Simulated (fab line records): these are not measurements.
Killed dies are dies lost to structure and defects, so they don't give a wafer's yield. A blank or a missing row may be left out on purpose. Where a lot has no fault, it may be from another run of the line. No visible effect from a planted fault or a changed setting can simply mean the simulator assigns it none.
fab line records	flow sky130
record: lots: 11	wafers: 33	lastDay: 50
route steps=708 shown METAL3@564 CAP2M@605 METAL5@662 PAD_OPEN@708
lots that met no fault: taken from a fault-free run of the same line
startH: hours from the record's first day to the start of the lot's first wafer shown	waitH: hours elapsed since this lot's preceding step	" unchanged from the row above	L1.1+2: a single row standing in for several wafers	- either no value or no given start	* or withheld: withheld	< > ~ a bound
route shown NAME@n: NAME is a module with steps in the file, n the number in the route of the first one	usual: the fault-free wafers' mean and standard deviation	same: alike in all rows	chamber/n: place in a boat	sites: the reading at each site	_std_site: standard deviation of those values	_edge_site: mean of outer sites minus mean of inner sites	radiusMm: for every site, how far away it sits from the centre of the wafer	mask NAME#n: copy n	behind: tool/chamber where the wafer was last shaped	hold: why the lot went on hold/how many hours it stayed there/how the hold came to an end	device: whichever transistor did not switch (one of n, p or np)	end of line: the route-end tests of the same wafers	step lacking rows: just its recipe	killed: count of dies lost to structure and defects at first sort (not the wafer's yield)	map: dies across one wafer; x = killed, . = not, _ = none there
set.NAME: the setting the step ran with; set.NAME@STEP: the setting that earlier step ran with	model.NAME: the simulator's own value behind a step, which no gauge read
one table for each step of the route and one row for each wafer, over a sample of lots
services: the hour from which a tool's chamber was out of use, counted from the record's first day as startH (under 0 if before that day), plus the number of hours and why
== steps ==
step: SKY_METAL3_OVL_MEAS_14
usual: METAL3_OVL: 1/5.9
lot.wafer	tool	chamber	startH	waitH	METAL3_OVL[nm]
L614.1	overlay-02	-	893.15	0.1	1
L614.2	"	-	"	"	0
L614.3	"	-	"	"	3
L617.1	overlay-01	-	939.26	0.1	6
L617.3	"	-	"	"	11
L617.6	"	-	"	"	1
L616.2	overlay-02	-	942.75	0.1	-2
L616.3	"	-	"	"	8
L616.5	"	-	"	"	5
L625.1	overlay-01	-	985.03	0.1	-10
L625.4	"	-	"	"	-8
L625.5	"	-	"	"	-12
L626.4	overlay-02	-	995.17	0.1	9
L626.5	"	-	"	"	-3
L626.6	"	-	"	"	4
L628.4	overlay-01	-	999.55	0.1	6
L628.5	"	-	"	"	7
L628.6	"	-	"	"	11
L632.1	overlay-01	-	1032.46	0.1	-7
L632.5	"	-	"	"	-9
L632.6	"	-	"	"	-2
L635.2	overlay-02	-	1042.80	0.1	2
L635.5	"	-	"	"	0
L635.6	"	-	"	"	2
L634.3	overlay-02	-	1045.27	0.1	8
L634.5	"	-	"	"	6
L634.6	"	-	"	"	8
L636.1	overlay-01	-	1047.78	0.1	0
L636.2	"	-	"	"	2
L636.5	"	-	"	"	-7
L637.2	overlay-02	-	1051.80	0.1	5
L637.3	"	-	"	"	8
L637.5	"	-	"	"	5
step: SKY_METAL3_ETCH_16
recipe: chemistry: N2/H2	target: BARC	ionEnergyEv: 200	biasW: 100	pressureMtorr: 30	n2FlowSccm: 100	h2FlowSccm: 200	icpW: 500	stopOn: SiO2	timeS: 88.2	targetDepthA: 600
usual: drypumpMotorCurrentA: 6.14/0.21	oesProductAu: 0.625/0.0052	throttleValvePct: 13.204/0.0087
lot.wafer	tool	chamber	startH	waitH	drypumpMotorCurrentA	oesProductAu	rfHoursCounterH	throttleValvePct
L614.1	rieMetal-03	1	893.22	0.0	6.14	0.620	15	13.209
L614.2	"	0	"	"	6.14	0.628	7	13.193
L614.3	"	1	"	"	6.15	0.629	-	13.194
L617.1	rieMetal-02	1	939.33	0.0	6.24	0.621	5	13.199
L617.3	"	0	"	"	5.73	0.622	-	13.202
L617.6	"	1	"	"	6.24	0.615	-	13.197
L616.2	rieMetal-02	1	942.82	0.0	6.23	0.633	6	13.212
L616.3	"	1	"	"	6.23	0.619	-	13.227
L616.5	"	1	"	"	6.22	0.624	-	13.199
L625.1	rieMetal-01	0	985.10	0.0	6.44	0.624	16	13.204
L625.4	"	1	"	"	6.27	0.623	-	13.190
L625.5	"	0	"	"	6.41	0.626	-	13.195
L626.4	rieMetal-03	0	995.25	0.0	6.15	0.618	-	13.223
L626.5	"	0	"	"	6.14	0.631	-	13.199
L626.6	"	1	"	"	6.15	0.632	-	13.222
L628.4	rieMetal-02	0	999.63	0.0	5.75	0.619	-	13.214
L628.5	"	0	"	"	5.72	0.630	-	13.214
L628.6	"	1	"	"	6.24	0.625	-	13.190
L632.1	rieMetal-03	0	1032.56	0.1	6.12	0.622	12	13.208
L632.5	"	0	"	"	6.11	0.623	-	13.204
L632.6	"	0	"	"	6.12	0.633	-	13.196
L635.2	rieMetal-02	1	1042.87	0.0	6.25	0.623	12	13.202
L635.5	"	0	"	"	5.77	0.625	-	13.205
L635.6	"	1	"	"	6.25	0.618	-	13.217
L634.3	rieMetal-02	0	1045.36	0.0	5.73	0.619	-	13.202
L634.5	"	0	"	"	5.71	0.618	-	13.209
L634.6	"	1	"	"	6.25	0.624	-	13.196
L636.1	rieMetal-01	0	1047.85	0.0	6.41	0.617	20	13.203
L636.2	"	1	"	"	6.27	0.630	17	13.215
L636.5	"	0	"	"	6.42	0.631	-	13.194
L637.2	rieMetal-02	0	1051.87	0.0	5.76	0.633	15	13.209
L637.3	"	0	"	"	5.76	0.627	-	13.211
L637.5	"	1	"	"	6.25	0.631	-	13.206
step: SKY_CAP2M_SPUTTER_02
recipe: material: TiN	targetThkNm: 200	tempC: 300	powerW: 6500	timeS: 166.7	chamberPressurePa: 0.4
usual: cathodeDcPowerW: 6500.0/1.3	chamberPressurePa: 0.4000/0.0008	throttleValvePct: 30.0/1.1
lot.wafer	tool	chamber	startH	waitH	cathodeDcPowerW	chamberPressurePa	throttleValvePct
L614.1	pvdSputter-02	-	921.24	0.1	6498.2	0.3998	28.8
L614.2	"	-	"	"	6499.8	0.4002	29.5
L614.3	"	-	"	"	6501.4	0.3990	29.7
L617.1	pvdSputter-04	-	967.95	0.1	6499.7	0.4008	28.8
L617.3	"	-	"	"	6500.9	0.3996	31.3
L617.6	"	-	"	"	6498.5	0.4002	32.3
L616.2	pvdSputter-02	-	970.09	0.0	6499.0	0.4000	31.2
L616.3	"	-	"	"	6501.3	0.3988	28.8
L616.5	"	-	"	"	6501.8	0.4000	29.6
L625.1	pvdSputter-02	-	1011.90	0.1	6498.3	0.4012	29.5
L625.4	"	-	"	"	6501.3	0.4016	29.3
L625.5	"	-	"	"	6499.0	0.4012	29.2
L626.4	pvdSputter-02	-	1021.21	0.0	6501.6	0.4005	29.5
L626.5	"	-	"	"	6499.3	0.3999	28.6
L626.6	"	-	"	"	6499.2	0.4011	31.5
L628.4	pvdSputter-04	-	1025.86	0.0	6500.7	0.4010	28.6
L628.5	"	-	"	"	6499.3	0.4008	28.6
L628.6	"	-	"	"	6498.7	0.3996	31.2
L632.1	pvdSputter-04	-	1057.95	0.1	6498.4	0.3999	30.2
L632.5	"	-	"	"	6500.9	0.4005	28.5
L632.6	"	-	"	"	6499.6	0.3999	32.5
L635.2	pvdSputter-02	-	1068.18	0.0	6499.9	0.4003	28.6
L635.5	"	-	"	"	6497.8	0.4006	28.6
L635.6	"	-	"	"	6499.3	0.3995	29.6
L634.3	pvdSputter-02	-	1069.39	0.0	6498.0	0.3997	29.0
L634.5	"	-	"	"	6499.2	0.4003	31.3
L634.6	"	-	"	"	6502.1	0.4002	28.5
L636.1	pvdSputter-02	-	1071.96	0.1	6500.2	0.3999	29.7
L636.2	"	-	"	"	6500.4	0.3984	28.9
L636.5	"	-	"	"	6500.5	0.3992	29.5
L637.2	pvdSputter-01	-	1076.16	0.0	6501.9	0.3991	29.5
L637.3	"	-	"	"	6500.8	0.3997	30.8
L637.5	"	-	"	"	6500.3	0.4003	29.8
step: SKY_METAL5_SPUTTER_01
recipe: material: TiN	targetThkNm: 20	powerW: 6500	timeS: 16.7	chamberPressurePa: 0.4
usual: cathodeDcPowerW: 6499.9/1.2	chamberPressurePa: 0.4001/0.0007	throttleValvePct: 30.1/1.2
lot.wafer	tool	chamber	startH	waitH	cathodeDcPowerW	chamberPressurePa	throttleValvePct
L614.1	pvdSputter-03	-	997.43	0.0	6500.3	0.4009	29.4
L614.2	"	-	"	"	6500.6	0.4003	29.3
L614.3	"	-	"	"	6498.7	0.4013	28.7
L617.1	pvdSputter-02	-	1039.71	0.0	6500.9	0.4005	28.9
L617.3	"	-	"	"	6499.4	0.4000	29.5
L617.6	"	-	"	"	6499.4	0.4001	29.2
L616.2	pvdSputter-02	-	1041.93	0.0	6500.3	0.4005	29.4
L616.3	"	-	"	"	6501.8	0.4005	28.6
L616.5	"	-	"	"	6500.6	0.3990	29.5
L625.1	pvdSputter-04	-	1081.06	0.0	-	-	-
L625.4	"	-	"	"	-	-	-
L625.5	"	-	"	"	-	-	-
L626.4	pvdSputter-03	-	1088.32	0.0	-	-	-
L626.5	"	-	"	"	-	-	-
L626.6	"	-	"	"	-	-	-
L628.4	pvdSputter-04	-	1093.29	0.0	6499.2	0.4004	32.4
L628.5	"	-	"	"	6497.8	0.3996	32.4
L628.6	"	-	"	"	6499.3	0.3987	30.4
L632.1	pvdSputter-03	-	1122.74	0.0	6501.3	0.4008	28.8
L632.5	"	-	"	"	6500.2	0.3987	29.5
L632.6	"	-	"	"	6500.5	0.4004	28.8
L635.2	pvdSputter-03	-	1131.83	0.0	6500.2	0.4010	29.4
L635.5	"	-	"	"	6500.5	0.4004	30.5
L635.6	"	-	"	"	6500.9	0.3997	29.5
L634.3	pvdSputter-03	-	1133.42	0.0	6499.1	0.4004	29.4
L634.5	"	-	"	"	6499.5	0.4005	29.7
L634.6	"	-	"	"	6500.9	0.4017	30.8
L636.1	pvdSputter-03	-	1136.70	0.0	6500.2	0.4008	29.1
L636.2	"	-	"	"	6500.4	0.4006	30.6
L636.5	"	-	"	"	6501.3	0.3995	30.7
L637.2	pvdSputter-03	-	1139.72	0.0	6499.8	0.4018	29.3
L637.3	"	-	"	"	6499.4	0.3992	30.7
L637.5	"	-	"	"	6499.5	0.3993	30.7
step: SKY_PAD_OPEN_PROBE_99
usual: defectLimitedYield: 82.7/2.1	killed_at_M0_to_M3: 43/7.2	killed_at_M4_up: 3.3/1.8	killedAtContacts: 23/5.5	killedAtFrontEnd: 16/5.1	killedAtOther: 0.4/0.65	killedDies: 85/10	killedOpen: 46/7.1	killedShort: 38/7.2	sort_bin_3_pad_short: 0.9/0.41	sort_bin_5_function: 10.2/1.5	sort_bin_6_memory: 6.2/1.1	sortNPass: 407/10	sortYieldPct: 82.7/2.1
same: grossDies: 492	killedAtBackSide: 0	sort_bin_4_leakage[%]: 0	sort_bin_8_speed[%]: 0
lot.wafer	tool	chamber	startH	waitH	defectLimitedYield[%]	killed_at_M0_to_M3	killed_at_M4_up	killedAtContacts	killedAtFrontEnd	killedAtOther	killedDies	killedOpen	killedShort	sort_bin_3_pad_short[%]	sort_bin_5_function[%]	sort_bin_6_memory[%]	sortNPass	sortYieldPct[%]
L628.6	prober-01	-	1156.04	0.2	82.1	48	3	19	18	0	88	50	38	0.8	11.6	5.5	404	82.1
killed by level:class
L628.6 VIA1:geometricParticle:open=17 METAL1:geometricParticle:short=7 METAL2:geometricParticle:short=7 VIA3:geometricParticle:open=7 CONTACT:geometricParticle:open=6 LI_CONTACT:geometricParticle:open=5 VIA1:geometricParticle:short=5 LOCAL_INTERCONNECT:geometricParticle:open=4
== services ==
tool	chamber	startH	hours	kind
rieMetal-03	0	871.79	5.1	repair
pvdSputter-02	-	874.80	1.0	repair
rieMetal-03	-	913.56	28.1	pm
pvdSputter-03	-	915.60	8.7	repair
pvdSputter-01	-	937.51	8.1	repair
rieMetal-03	-	949.76	1.4	pm
pvdSputter-02	-	951.32	1.3	repair
rieMetal-01	-	974.44	0.9	repair
pvdSputter-02	-	977.32	1.8	repair
pvdSputter-04	-	977.48	24.5	repair
pvdSputter-02	-	984.78	7.2	repair
rieMetal-03	0	1014.02	8.4	repair
rieMetal-03	1	1020.78	39.1	repair
pvdSputter-02	-	1045.52	4.3	repair
rieMetal-03	1	1059.84	-	clean
rieMetal-03	1	1059.84	19.2	scheduledDown
rieMetal-03	1	1059.84	19.2	ventCycle
rieMetal-01	0	1083.41	7.9	repair
pvdSputter-03	-	1106.87	4.9	repair
pvdSputter-03	-	1126.78	3.5	repair
pvdSputter-02	-	1131.13	8.2	repair
== key ==
firstSign: step: SKY_METAL5_SPUTTER_01	reading: toolRecord	direction: missing
effect none on later readings
metAt SKY_METAL5_SPUTTER_01
struckLots L625,L626
notActingAt SKY_METAL3_OVL_MEAS_14,SKY_METAL3_ETCH_16,SKY_CAP2M_SPUTTER_02
onsetBetween 997.43 1081.06
fault: kind: skippedStepWhole	tool: pvdSputter-03,pvdSputter-04	chamber: -	onsetH: 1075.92	steps: SKY_METAL5_SPUTTER_01	scope: struckLotsOnly
